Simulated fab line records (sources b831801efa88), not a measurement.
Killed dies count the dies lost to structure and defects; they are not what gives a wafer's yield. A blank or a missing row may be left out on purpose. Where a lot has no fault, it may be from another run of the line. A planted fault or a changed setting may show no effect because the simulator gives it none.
fab line records	flow sky130
[record] lots = 12	wafers = 36	lastDay = 50
route steps=708 shown VT_ADJUST_HVTP@95 VT_ADJUST_LVTN@117 VT_ADJUST_NCORE@128 PAD_OPEN@708
lots that met no fault: taken from a fault-free run of the same line
startH: the number of hours between the record's first day and the start of the first shown wafer of the lot	waitH: hours from the lot's prior step to this one	" the same as in the row above	L1.1+2: one row covering several wafers at once	- no value, or no start was given	* or withheld: withheld	< > ~ a bound
route shown NAME@n: names a module that has steps shown in the file, with the first one's number in the route	usual: average and standard deviation across the fault-free wafers	same: alike in all rows	chamber/n: place in a boat	sites: each site's reading	_std_site: their standard deviation	_edge_site: mean of outer sites minus mean of inner sites	radiusMm: how far each site lies from the wafer's centre	mask NAME#n: copy n	behind: the most recent tool/chamber to have shaped the wafer	hold: what put the lot on hold/how long, in hours/how the hold closed	device: the transistor (n, p or np) that didn't switch	end of line: the route-end tests of the same wafers	a step given without rows: its recipe and nothing more	killed: dies that structure and defects cost at the first sort, which is not the same as the wafer's yield	map: a wafer's dies, marking killed ones x, the rest . and places with no die _
set.NAME: setting as actually run; set.NAME@STEP: the setting as run at that earlier step	model.NAME: the simulator's own value behind a step, which no gauge read
route steps across a sampled set of lots; one table per step, one row per wafer
services: the hour from which a tool's chamber was out of use, counted from the record's first day as startH (under 0 if before that day), plus the number of hours and why
[[steps]]
[step SKY_VT_ADJUST_HVTP_STRIP_10]
[recipe] chemistry = O2/N2	powerW = 1400	pressureMtorr = 1500	platenTempC = withheld	o2FlowSccm = 3000	n2FlowSccm = 300	overashFraction = 0.5
[usual] drypumpMotorCurrentA = 6.08/0.26	oesProductAu = 0.715/0.0043	stripTimeToEndpointS = 14.27/0.033
lot.wafer	tool	chamber	startH	waitH	drypumpMotorCurrentA	oesProductAu	rfHoursCounterH	stripTimeToEndpointS
L375.2	plasmaAsher-03	0	119.65	0.1	6.43	0.709	28	14.29
L375.3	"	0	"	"	6.43	0.713	-	14.26
L375.4	"	1	"	"	6.04	0.707	-	14.32
L376.2	plasmaAsher-02	1	128.09	0.1	5.76	0.710	1	14.27
L376.3	"	0	"	"	5.60	0.719	-	14.24
L376.5	"	1	"	"	5.76	0.714	-	14.24
L379.1	plasmaAsher-03	0	145.79	0.1	6.40	0.707	31	14.29
L379.5	"	1	"	"	6.03	0.718	-	14.26
L379.6	"	0	"	"	6.41	0.717	-	14.24
L381.3	plasmaAsher-04	1	159.27	0.2	5.97	0.709	-	14.30
L381.4	"	0	"	"	6.22	0.717	-	14.26
L381.5	"	0	"	"	6.20	0.713	-	14.28
L384.2	plasmaAsher-03	1	179.25	0.1	6.05	0.715	34	14.20
L384.4	"	0	"	"	6.42	0.721	-	14.23
L384.5	"	1	"	"	6.03	0.710	-	14.21
L385.1	plasmaAsher-04	1	184.15	0.1	5.96	0.715	53	14.26
L385.2	"	0	"	"	6.22	0.714	53	14.23
L385.5	"	1	"	"	5.97	0.711	-	14.23
L387.1	plasmaAsher-04	1	201.78	0.1	5.98	0.723	55	14.24
L387.4	"	1	"	"	5.96	0.721	-	14.25
L387.5	"	0	"	"	6.19	0.712	-	14.30
L394.1	plasmaAsher-02	1	251.45	0.1	5.72	0.715	13	14.28
L394.2	"	0	"	"	5.59	0.719	13	14.26
L394.5	"	0	"	"	5.59	0.709	-	14.30
L395.4	plasmaAsher-03	1	257.56	0.1	6.02	0.712	-	14.24
L395.5	"	0	"	"	6.42	0.710	-	14.22
L395.6	"	1	"	"	6.03	0.712	-	14.20
L396.1	plasmaAsher-04	1	262.08	0.1	5.97	0.723	60	14.26
L396.4	"	0	"	"	6.24	0.719	-	14.29
L396.5	"	0	"	"	6.19	0.719	-	14.27
L398.1	plasmaAsher-03	1	265.78	0.1	6.02	0.721	43	14.25
L398.4	"	1	"	"	6.01	0.723	-	14.29
L398.5	"	1	"	"	6.02	0.713	-	14.29
L397.2	plasmaAsher-02	0	266.30	0.1	5.61	0.716	14	14.20
L397.3	"	1	"	"	5.72	0.724	-	14.25
L397.4	"	0	"	"	5.59	0.714	-	14.26
[step SKY_VT_ADJUST_HVTP_TW_MEAS_11]
[usual] VT_ADJUST_HVTP_TW = 1364/8.2
lot.wafer	tool	chamber	startH	waitH	VT_ADJUST_HVTP_TW
L375.2	filmMetro-01	-	119.76	0.1	1368
L375.3	"	-	"	"	1374
L375.4	"	-	"	"	1372
L376.2	filmMetro-03	-	128.20	0.1	1355
L376.3	"	-	"	"	1353
L376.5	"	-	"	"	1352
L379.1	filmMetro-02	-	145.89	0.1	1361
L379.5	"	-	"	"	1366
L379.6	"	-	"	"	1371
L381.3	filmMetro-01	-	159.36	0.1	1361
L381.4	"	-	"	"	1366
L381.5	"	-	"	"	1362
L384.2	filmMetro-03	-	179.36	0.1	1356
L384.4	"	-	"	"	1355
L384.5	"	-	"	"	1351
L385.1	filmMetro-03	-	184.25	0.1	1362
L385.2	"	-	"	"	1358
L385.5	"	-	"	"	1354
L387.1	filmMetro-01	-	201.88	0.1	1371
L387.4	"	-	"	"	1378
L387.5	"	-	"	"	1384
L394.1	filmMetro-02	-	251.55	0.1	1377
L394.2	"	-	"	"	1371
L394.5	"	-	"	"	1377
L395.4	filmMetro-02	-	257.66	0.1	1369
L395.5	"	-	"	"	1372
L395.6	"	-	"	"	1373
L396.1	filmMetro-03	-	262.18	0.1	1351
L396.4	"	-	"	"	1347
L396.5	"	-	"	"	1351
L398.1	filmMetro-01	-	265.88	0.1	1355
L398.4	"	-	"	"	1358
L398.5	"	-	"	"	1366
L397.2	filmMetro-02	-	266.41	0.1	1369
L397.3	"	-	"	"	1373
L397.4	"	-	"	"	1371
[step SKY_VT_ADJUST_LVTN_STRIP_20]
[recipe] chemistry = O2/N2	powerW = 1400	pressureMtorr = 1500	platenTempC = withheld	o2FlowSccm = 3000	n2FlowSccm = 300	overashFraction = 0.5
[usual] drypumpMotorCurrentA = 6.06/0.26	oesProductAu = 0.716/0.0048	stripTimeToEndpointS = 14.18/0.049
lot.wafer	tool	chamber	startH	waitH	drypumpMotorCurrentA	oesProductAu	rfHoursCounterH	stripTimeToEndpointS
L375.2	plasmaAsher-03	0	157.53	0.1	6.39	0.711	32	14.18
L375.3	"	1	"	"	6.02	0.708	-	14.22
L375.4	"	0	"	"	6.44	0.705	-	14.19
L376.2	plasmaAsher-03	0	166.88	0.1	6.43	0.715	33	14.21
L376.3	"	0	"	"	6.42	0.725	-	14.18
L376.5	"	1	"	"	6.03	0.712	-	14.25
L379.1	plasmaAsher-04	0	187.63	0.1	6.22	0.717	54	14.20
L379.5	"	0	"	"	6.22	0.709	-	14.18
L379.6	"	1	"	"	5.96	0.717	-	14.19
L381.3	plasmaAsher-01	0	202.06	0.1	5.60	0.717	-	14.25
L381.4	"	1	"	"	6.01	0.715	-	14.20
L381.5	"	0	"	"	5.62	0.719	-	14.16
L384.2	plasmaAsher-01	0	223.52	0.1	5.58	0.713	55	14.09
L384.4	"	0	"	"	5.58	0.719	-	14.14
L384.5	"	0	"	"	5.60	0.717	-	14.14
L385.1	plasmaAsher-03	1	228.72	0.1	6.02	0.721	39	14.15
L385.2	"	0	"	"	6.39	0.721	39	14.12
L385.5	"	1	"	"	6.01	0.713	-	14.15
L387.1	plasmaAsher-04	1	248.57	0.1	5.98	0.718	59	14.07
L387.4	"	1	"	"	5.97	0.716	-	14.09
L387.5	"	0	"	"	6.23	0.720	-	14.10
L394.1	plasmaAsher-04	0	300.98	0.1	6.21	0.724	64	14.18
L394.2	"	1	"	"	5.97	0.718	64	14.22
L394.5	"	1	"	"	5.96	0.714	-	14.16
L395.4	plasmaAsher-04	1	308.56	0.1	5.96	0.715	-	14.30
L395.5	"	1	"	"	5.97	0.724	-	14.24
L395.6	"	0	"	"	6.23	0.718	-	14.26
L396.1	plasmaAsher-03	0	311.17	0.1	6.41	0.718	48	14.25
L396.4	"	1	"	"	6.02	0.715	-	14.23
L396.5	"	1	"	"	6.02	0.720	-	14.24
L398.1	plasmaAsher-01	0	316.62	0.1	5.57	0.721	63	14.15
L398.4	"	1	"	"	6.05	0.711	-	14.20
L398.5	"	0	"	"	5.60	0.723	-	14.12
L397.2	plasmaAsher-03	1	316.77	0.1	5.98	0.718	48	14.11
L397.3	"	0	"	"	6.43	0.724	-	14.11
L397.4	"	1	"	"	6.01	0.717	-	14.12
[step SKY_VT_ADJUST_NCORE_IMPLANT_09]
[recipe] species = B	energyKev = 10	doseCm2 = 2.4e+12	tiltDeg = withheld
[usual] beamEnergyKeV = 9.999/0.0032
lot.wafer	tool	chamber	startH	waitH	beamEnergyKeV
L375.2	implanter-01	0	177.96	0.0	10.000
L375.3	"	0	"	"	9.997
L375.4	"	0	"	"	10.000
L376.2	implanter-04	0	188.45	0.0	9.999
L376.3	"	0	"	"	10.004
L376.5	"	0	"	"	10.003
L379.1	implanter-02	0	209.69	0.0	10.001
L379.5	"	0	"	"	9.999
L379.6	"	0	"	"	10.002
L381.3	implanter-02	0	224.74	0.1	9.997
L381.4	"	0	"	"	9.998
L381.5	"	0	"	"	9.994
L384.2	implanter-02	0	246.75	0.0	12.407
L384.4	"	0	"	"	12.403
L384.5	"	0	"	"	12.404
L385.1	implanter-02	0	252.29	0.0	12.407
L385.2	"	0	"	"	12.400
L385.5	"	0	"	"	12.403
L387.1	implanter-04	0	272.38	0.0	10.003
L387.4	"	0	"	"	10.003
L387.5	"	0	"	"	9.996
L394.1	implanter-01	0	327.78	0.0	9.998
L394.2	"	0	"	"	10.001
L394.5	"	0	"	"	10.002
L395.4	implanter-04	0	335.07	0.1	9.998
L395.5	"	0	"	"	10.002
L395.6	"	0	"	"	10.005
L396.1	implanter-04	0	337.39	0.0	9.994
L396.4	"	0	"	"	9.996
L396.5	"	0	"	"	9.998
L398.1	implanter-04	0	342.99	0.0	10.000
L398.4	"	0	"	"	9.998
L398.5	"	0	"	"	10.001
L397.2	implanter-02	0	343.07	0.0	9.997
L397.3	"	0	"	"	9.997
L397.4	"	0	"	"	10.001
[step SKY_VT_ADJUST_NCORE_TW_MEAS_11]
[usual] VT_ADJUST_NCORE_TW = 219.6/1.2
lot.wafer	tool	chamber	startH	waitH	VT_ADJUST_NCORE_TW
L375.2	filmMetro-03	-	178.20	0.1	219.9
L375.3	"	-	"	"	219.7
L375.4	"	-	"	"	219.1
L376.2	filmMetro-03	-	188.69	0.1	219.8
L376.3	"	-	"	"	219.9
L376.5	"	-	"	"	221.6
L379.1	filmMetro-04	-	209.94	0.1	216.3
L379.5	"	-	"	"	217.0
L379.6	"	-	"	"	217.3
L381.3	filmMetro-01	-	224.96	0.1	220.4
L381.4	"	-	"	"	219.8
L381.5	"	-	"	"	218.9
L384.2	filmMetro-03	-	246.99	0.1	229.3
L384.4	"	-	"	"	229.0
L384.5	"	-	"	"	231.0
L385.1	filmMetro-01	-	252.54	0.1	231.2
L385.2	"	-	"	"	230.8
L385.5	"	-	"	"	230.5
L387.1	filmMetro-04	-	272.63	0.1	218.8
L387.4	"	-	"	"	218.5
L387.5	"	-	"	"	219.5
L394.1	filmMetro-04	-	328.03	0.1	220.7
L394.2	"	-	"	"	219.2
L394.5	"	-	"	"	218.4
L395.4	filmMetro-04	-	335.28	0.1	219.2
L395.5	"	-	"	"	219.0
L395.6	"	-	"	"	219.8
L396.1	filmMetro-01	-	337.64	0.1	221.3
L396.4	"	-	"	"	222.6
L396.5	"	-	"	"	221.4
L398.1	filmMetro-03	-	343.24	0.1	219.2
L398.4	"	-	"	"	218.3
L398.5	"	-	"	"	218.7
L397.2	filmMetro-04	-	343.31	0.1	218.3
L397.3	"	-	"	"	219.0
L397.4	"	-	"	"	220.4
[step SKY_PAD_OPEN_PROBE_99]
[usual] killed_at_M0_to_M3 = 44/7	killed_at_M4_up = 3.2/2	killedAtContacts = 25/5.3	killedAtFrontEnd = 15/4.3	killedAtOther = 0.3/0.54	killedDies = 86/8.7	killedOpen = 47/6.4	killedShort = 39/5.6
[same] grossDies = 492	killedAtBackSide = 0
lot.wafer	tool	chamber	startH	waitH	killed_at_M0_to_M3	killed_at_M4_up	killedAtContacts	killedAtFrontEnd	killedAtOther	killedDies	killedOpen	killedShort
L375.2	prober-01	-	1070.75	0.1	47	3	20	26	1	97	53	44
L375.3	prober-01	-	1070.80	0.2	33	1	24	21	0	79	47	32
L375.4	prober-01	-	1070.85	0.2	43	5	14	12	0	74	45	29
L376.2	prober-02	-	1075.77	0.1	52	2	19	5	0	78	39	38
L376.3	prober-02	-	1075.82	0.2	50	2	26	15	0	93	53	40
L376.5	prober-02	-	1075.92	0.2	44	6	27	21	0	98	55	43
L379.1	prober-01	-	1102.29	0.1	31	4	28	14	0	77	50	27
L379.5	prober-01	-	1102.49	0.2	49	6	27	16	0	98	46	52
L379.6	prober-01	-	1102.54	0.2	47	2	23	13	0	85	47	38
L381.3	prober-01	-	1110.40	0.2	33	5	22	6	0	66	35	31
L381.4	prober-01	-	1110.45	0.2	45	7	19	14	0	85	46	39
L381.5	prober-01	-	1110.50	0.2	34	3	12	17	0	66	35	31
L384.2	prober-02	-	1134.99	0.1	50	2	18	13	0	83	45	38
L384.4	prober-02	-	1135.09	0.2	51	4	30	15	0	100	58	42
L384.5	prober-02	-	1135.14	0.2	48	3	28	11	0	90	48	42
L385.1	prober-01	-	1137.37	0.1	49	5	20	15	0	89	40	48
L385.2	prober-01	-	1137.42	0.1	39	2	29	15	0	85	50	34
L385.5	prober-01	-	1137.57	0.2	42	1	24	7	0	74	44	30
L387.1	prober-01	-	1146.46	0.1	43	0	21	11	0	75	39	36
L387.4	prober-01	-	1146.61	0.2	54	4	29	11	1	99	56	43
L387.5	prober-01	-	1146.66	0.2	42	1	26	18	0	87	43	44
L394.1	prober-02	-	1184.59	0.1	46	4	23	16	1	90	52	37
L394.2	prober-02	-	1184.64	0.1	46	8	23	9	0	86	47	39
L394.5	prober-02	-	1184.79	0.2	48	5	19	11	1	84	44	40
L395.4	prober-01	-	1190.34	0.2	59	3	15	12	2	91	55	35
L395.5	prober-01	-	1190.39	0.2	42	1	29	29	0	101	58	43
L395.6	prober-01	-	1190.44	0.2	41	5	27	15	0	88	53	35
L396.1	prober-02	-	1191.90	0.1	45	7	18	17	1	88	39	49
L396.4	prober-02	-	1192.05	0.2	42	3	24	16	0	85	46	39
L396.5	prober-02	-	1192.10	0.2	51	0	27	12	0	90	43	47
L398.1	prober-01	-	1193.54	0.1	46	3	31	18	1	99	57	42
L398.4	prober-01	-	1193.69	0.2	48	3	26	17	0	94	47	47
L398.5	prober-01	-	1193.74	0.2	49	5	24	13	0	91	49	42
L397.2	prober-02	-	1198.41	0.1	33	0	30	17	2	82	48	31
L397.3	prober-02	-	1198.46	0.2	42	5	19	14	0	80	35	45
L397.4	prober-02	-	1198.51	0.2	46	5	28	11	0	90	53	37
// killed by level:class
L375.2 VIA1:geometricParticle:open=10 VIA2:geometricParticle:open=8 FIELD_ISO:geometricParticle:open=6 VIA3:geometricParticle:open=6 FIELD_ISO:geometricParticle:short=5 POLY_GATE:geometricParticle:open=5 LI_CONTACT:geometricParticle:open=5 CONTACT:geometricParticle:open=5
L375.3 LI_CONTACT:geometricParticle:open=11 VIA1:geometricParticle:open=9 FIELD_ISO:geometricParticle:short=5 POLY_GATE:geometricParticle:short=5 CONTACT:geometricParticle:open=5 METAL1:geometricParticle:short=5 CONTACT:geometricParticle:short=4 METAL1:geometricParticle:open=4
L375.4 VIA2:geometricParticle:open=9 VIA1:geometricParticle:open=8 VIA3:geometricParticle:open=8 METAL2:geometricParticle:short=6 CONTACT:geometricParticle:open=5 POLY_GATE:geometricParticle:short=4 LI_CONTACT:geometricParticle:open=4 FIELD_ISO:geometricParticle:open=3
L376.2 VIA1:geometricParticle:open=11 METAL2:geometricParticle:short=7 CONTACT:geometricParticle:open=7 METAL1:geometricParticle:short=7 VIA1:geometricParticle:short=7 VIA2:geometricParticle:open=5 VIA3:geometricParticle:open=5 LI_CONTACT:geometricParticle:open=4
L376.3 VIA1:geometricParticle:open=11 LI_CONTACT:geometricParticle:open=10 CONTACT:geometricParticle:open=7 VIA3:geometricParticle:open=7 METAL1:geometricParticle:short=7 VIA1:geometricParticle:short=6 POLY_GATE:geometricParticle:short=6 VIA2:geometricParticle:open=6
L376.5 VIA1:geometricParticle:open=10 CONTACT:geometricParticle:open=9 LI_CONTACT:geometricParticle:open=8 METAL1:geometricParticle:short=7 VIA1:geometricParticle:short=7 VIA2:geometricParticle:open=6 VIA3:geometricParticle:open=6 POLY_GATE:geometricParticle:open=5
L379.1 CONTACT:geometricParticle:open=12 LI_CONTACT:geometricParticle:open=8 VIA1:geometricParticle:open=8 METAL2:geometricParticle:short=5 VIA3:geometricParticle:open=5 POLY_GATE:geometricParticle:open=4 CONTACT:geometricParticle:short=4 FIELD_ISO:geometricParticle:open=3
L379.5 CONTACT:geometricParticle:open=9 LI_CONTACT:geometricParticle:open=7 METAL2:geometricParticle:short=7 FIELD_ISO:geometricParticle:short=6 VIA3:geometricParticle:open=5 METAL4:geometricParticle:short=5 LOCAL_INTERCONNECT:geometricParticle:short=5 VIA2:geometricParticle:open=5
L379.6 CONTACT:geometricParticle:open=10 METAL2:geometricParticle:short=8 VIA2:geometricParticle:open=7 METAL3:geometricParticle:short=7 LI_CONTACT:geometricParticle:open=6 METAL1:geometricParticle:short=5 VIA1:geometricParticle:open=5 FIELD_ISO:geometricParticle:open=4
L381.3 CONTACT:geometricParticle:open=11 METAL1:geometricParticle:short=5 VIA1:geometricParticle:open=5 VIA3:geometricParticle:open=5 LI_CONTACT:geometricParticle:open=4 CONTACT:geometricParticle:short=4 METAL2:geometricParticle:short=4 VIA2:geometricParticle:short=4
L381.4 VIA2:geometricParticle:open=10 VIA1:geometricParticle:open=9 LI_CONTACT:geometricParticle:open=8 CONTACT:geometricParticle:open=7 METAL4:geometricParticle:short=7 POLY_GATE:geometricParticle:short=5 VIA2:geometricParticle:short=5 METAL1:geometricParticle:short=5
L381.5 METAL1:geometricParticle:short=10 VIA2:geometricParticle:open=7 FIELD_ISO:geometricParticle:short=5 CONTACT:geometricParticle:open=5 VIA1:geometricParticle:open=5 FIELD_ISO:geometricParticle:open=4 POLY_GATE:geometricParticle:open=4 LI_CONTACT:geometricParticle:open=4
L384.2 VIA1:geometricParticle:open=13 VIA3:geometricParticle:open=8 VIA1:geometricParticle:short=6 LI_CONTACT:geometricParticle:short=5 METAL1:geometricParticle:short=5 VIA2:geometricParticle:open=5 CONTACT:geometricParticle:open=4 METAL2:geometricParticle:short=4
L384.4 VIA1:geometricParticle:open=15 CONTACT:geometricParticle:open=10 LI_CONTACT:geometricParticle:open=8 METAL1:geometricParticle:short=6 POLY_GATE:geometricParticle:open=5 VIA3:geometricParticle:open=5 VIA1:geometricParticle:short=5 LOCAL_INTERCONNECT:geometricParticle:short=4
L384.5 VIA1:geometricParticle:open=13 CONTACT:geometricParticle:open=8 VIA3:geometricParticle:short=7 METAL1:geometricParticle:short=7 CONTACT:geometricParticle:short=6 LI_CONTACT:geometricParticle:open=5 VIA3:geometricParticle:open=5 VIA2:geometricParticle:open=5
L385.1 METAL2:geometricParticle:short=9 VIA2:geometricParticle:open=8 VIA1:geometricParticle:open=8 FIELD_ISO:geometricParticle:short=6 LOCAL_INTERCONNECT:geometricParticle:short=6 LI_CONTACT:geometricParticle:open=5 METAL1:geometricParticle:short=5 METAL1:geometricParticle:open=5
L385.2 CONTACT:geometricParticle:open=15 VIA2:geometricParticle:open=11 METAL1:geometricParticle:short=9 LI_CONTACT:geometricParticle:open=6 FIELD_ISO:geometricParticle:short=5 FIELD_ISO:geometricParticle:open=4 LOCAL_INTERCONNECT:geometricParticle:short=4 CONTACT:geometricParticle:short=4
L385.5 VIA1:geometricParticle:open=9 LI_CONTACT:geometricParticle:open=8 CONTACT:geometricParticle:open=8 METAL1:geometricParticle:short=7 VIA3:geometricParticle:open=6 VIA2:geometricParticle:open=5 POLY_GATE:geometricParticle:open=3 VIA2:geometricParticle:short=3
L387.1 VIA1:geometricParticle:open=9 VIA3:geometricParticle:open=8 CONTACT:geometricParticle:short=6 LI_CONTACT:geometricParticle:open=5 METAL1:geometricParticle:short=5 CONTACT:geometricParticle:open=5 VIA2:geometricParticle:open=5 FIELD_ISO:geometricParticle:open=4
L387.4 CONTACT:geometricParticle:open=13 VIA2:geometricParticle:open=11 VIA1:geometricParticle:open=10 METAL2:geometricParticle:short=9 LI_CONTACT:geometricParticle:open=7 CONTACT:geometricParticle:short=7 VIA1:geometricParticle:short=7 METAL1:geometricParticle:short=5
L387.5 CONTACT:geometricParticle:open=7 CONTACT:geometricParticle:short=7 VIA3:geometricParticle:open=7 METAL2:geometricParticle:short=7 VIA2:geometricParticle:open=7 POLY_GATE:geometricParticle:short=6 LI_CONTACT:geometricParticle:open=6 FIELD_ISO:geometricParticle:open=5
L394.1 VIA1:geometricParticle:open=13 VIA2:geometricParticle:open=9 LI_CONTACT:geometricParticle:open=8 CONTACT:geometricParticle:open=8 METAL2:geometricParticle:short=8 METAL1:geometricParticle:short=6 FIELD_ISO:geometricParticle:short=5 POLY_GATE:geometricParticle:short=3
L394.2 VIA1:geometricParticle:open=11 CONTACT:geometricParticle:open=8 METAL2:geometricParticle:short=7 METAL1:geometricParticle:short=5 VIA3:geometricParticle:open=5 VIA1:geometricParticle:short=5 METAL4:geometricParticle:short=5 LI_CONTACT:geometricParticle:open=4
L394.5 VIA3:geometricParticle:open=9 VIA1:geometricParticle:open=8 LI_CONTACT:geometricParticle:open=7 VIA2:geometricParticle:open=7 CONTACT:geometricParticle:open=5 METAL1:geometricParticle:short=5 VIA1:geometricParticle:short=5 METAL4:geometricParticle:short=5
L395.4 VIA1:geometricParticle:open=14 VIA3:geometricParticle:open=14 VIA2:geometricParticle:open=10 LI_CONTACT:geometricParticle:open=7 METAL2:geometricParticle:short=6 POLY_GATE:geometricParticle:short=5 CONTACT:geometricParticle:short=3 CONTACT:geometricParticle:open=3
L395.5 VIA1:geometricParticle:open=12 LI_CONTACT:geometricParticle:open=10 CONTACT:geometricParticle:open=8 FIELD_ISO:geometricParticle:open=6 VIA1:geometricParticle:short=6 POLY_GATE:geometricParticle:short=5 SPACER:geometricParticle:open=5 SPACER:geometricParticle:short=5
L395.6 LI_CONTACT:geometricParticle:open=9 CONTACT:geometricParticle:open=9 VIA1:geometricParticle:open=8 VIA2:geometricParticle:open=7 VIA3:geometricParticle:open=6 FIELD_ISO:geometricParticle:open=5 POLY_GATE:geometricParticle:open=5 LI_CONTACT:geometricParticle:short=5
L396.1 METAL1:geometricParticle:short=10 CONTACT:geometricParticle:open=7 VIA1:geometricParticle:open=7 FIELD_ISO:geometricParticle:open=6 METAL4:geometricParticle:short=6 FIELD_ISO:geometricParticle:short=5 VIA3:geometricParticle:short=5 VIA3:geometricParticle:open=5
L396.4 VIA1:geometricParticle:open=12 METAL1:geometricParticle:short=8 FIELD_ISO:geometricParticle:open=6 CONTACT:geometricParticle:open=6 VIA2:geometricParticle:open=6 LI_CONTACT:geometricParticle:open=5 CONTACT:geometricParticle:short=5 POLY_GATE:geometricParticle:open=4
L396.5 VIA1:geometricParticle:open=12 METAL1:geometricParticle:short=11 LOCAL_INTERCONNECT:geometricParticle:short=8 CONTACT:geometricParticle:open=8 LI_CONTACT:geometricParticle:open=6 VIA2:geometricParticle:open=6 VIA1:geometricParticle:short=6 METAL2:geometricParticle:short=6
L398.1 VIA2:geometricParticle:open=10 CONTACT:geometricParticle:open=9 LI_CONTACT:geometricParticle:open=8 VIA3:geometricParticle:open=7 VIA1:geometricParticle:open=6 FIELD_ISO:geometricParticle:open=5 CONTACT:geometricParticle:short=5 VIA1:geometricParticle:short=5
L398.4 VIA3:geometricParticle:open=11 CONTACT:geometricParticle:open=10 FIELD_ISO:geometricParticle:short=7 VIA2:geometricParticle:open=7 VIA1:geometricParticle:short=6 LOCAL_INTERCONNECT:geometricParticle:short=5 VIA1:geometricParticle:open=5 METAL3:geometricParticle:short=5
L398.5 VIA1:geometricParticle:open=11 METAL1:geometricParticle:short=8 LI_CONTACT:geometricParticle:open=7 VIA2:geometricParticle:open=7 LOCAL_INTERCONNECT:geometricParticle:short=6 CONTACT:geometricParticle:open=6 FIELD_ISO:geometricParticle:open=5 METAL2:geometricParticle:short=5
L397.2 CONTACT:geometricParticle:open=15 VIA1:geometricParticle:open=8 FIELD_ISO:geometricParticle:open=6 CONTACT:geometricParticle:short=6 LOCAL_INTERCONNECT:geometricParticle:short=5 METAL2:geometricParticle:open=4 VIA2:geometricParticle:open=4 VIA3:geometricParticle:open=4
L397.3 CONTACT:geometricParticle:short=7 VIA1:geometricParticle:open=7 VIA3:geometricParticle:open=7 VIA1:geometricParticle:short=6 POLY_GATE:geometricParticle:short=5 CONTACT:geometricParticle:open=5 VIA2:geometricParticle:short=5 METAL4:geometricParticle:short=5
L397.4 CONTACT:geometricParticle:open=12 VIA2:geometricParticle:open=11 VIA1:geometricParticle:open=8 LI_CONTACT:geometricParticle:short=5 LI_CONTACT:geometricParticle:open=5 METAL4:geometricParticle:short=5 VIA3:geometricParticle:open=5 SPACER:geometricParticle:open=4
[[services]]
tool	chamber	startH	hours	kind
implanter-04	-	102.66	3.0	pm
plasmaAsher-01	-	107.62	2.8	pm
plasmaAsher-02	-	108.75	9.0	pm
plasmaAsher-02	0	108.75	9.0	ventCycle
plasmaAsher-02	1	108.75	9.0	ventCycle
plasmaAsher-02	0	117.75	-	clean
plasmaAsher-02	1	117.75	-	clean
plasmaAsher-01	-	118.27	3.4	repair
plasmaAsher-02	-	128.79	2.8	pm
implanter-02	-	153.38	5.3	repair
implanter-02	-	171.59	1.6	pm
plasmaAsher-04	-	192.61	4.3	pm
plasmaAsher-04	-	204.84	1.8	repair
implanter-04	-	235.99	28.4	pm
implanter-01	-	246.78	3.2	repair
plasmaAsher-01	-	275.52	14.6	pm
implanter-01	-	289.69	4.8	repair
implanter-01	-	302.33	4.2	pm
plasmaAsher-03	-	319.79	3.2	repair
[[key]]
[firstSign] step = SKY_VT_ADJUST_NCORE_IMPLANT_09	reading = beamEnergyKeV	direction = up	sigmas = 99+	usual = *	struck = *
[effect] step = SKY_VT_ADJUST_NCORE_TW_MEAS_11	reading = VT_ADJUST_NCORE_TW	direction = up	sigmas = 9	usual = 219.6	struck = 230.3
metAt SKY_VT_ADJUST_NCORE_IMPLANT_09
struckLots L384,L385
testerLeftOut L384,L385
notActingAt SKY_VT_ADJUST_HVTP_STRIP_10,SKY_VT_ADJUST_HVTP_TW_MEAS_11,SKY_VT_ADJUST_LVTN_STRIP_20
onsetBetween 224.74 246.75
[fault] kind = processParameterDrift	tool = implanter-02	chamber = -	onsetH = 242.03	steps = SKY_VT_ADJUST_NCORE_IMPLANT_09	channel = energyKev	offset = *	shape = step	endH = 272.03	actsIn = *	stated = *
// testerLeftOut: of these lots the tester's yield and bins aren't shown, on N5 and GAA mostly nor the transistor test; their killed dies are dies lost to structure and defects alone, not to doping, threshold or leakage, so they don't give the yield
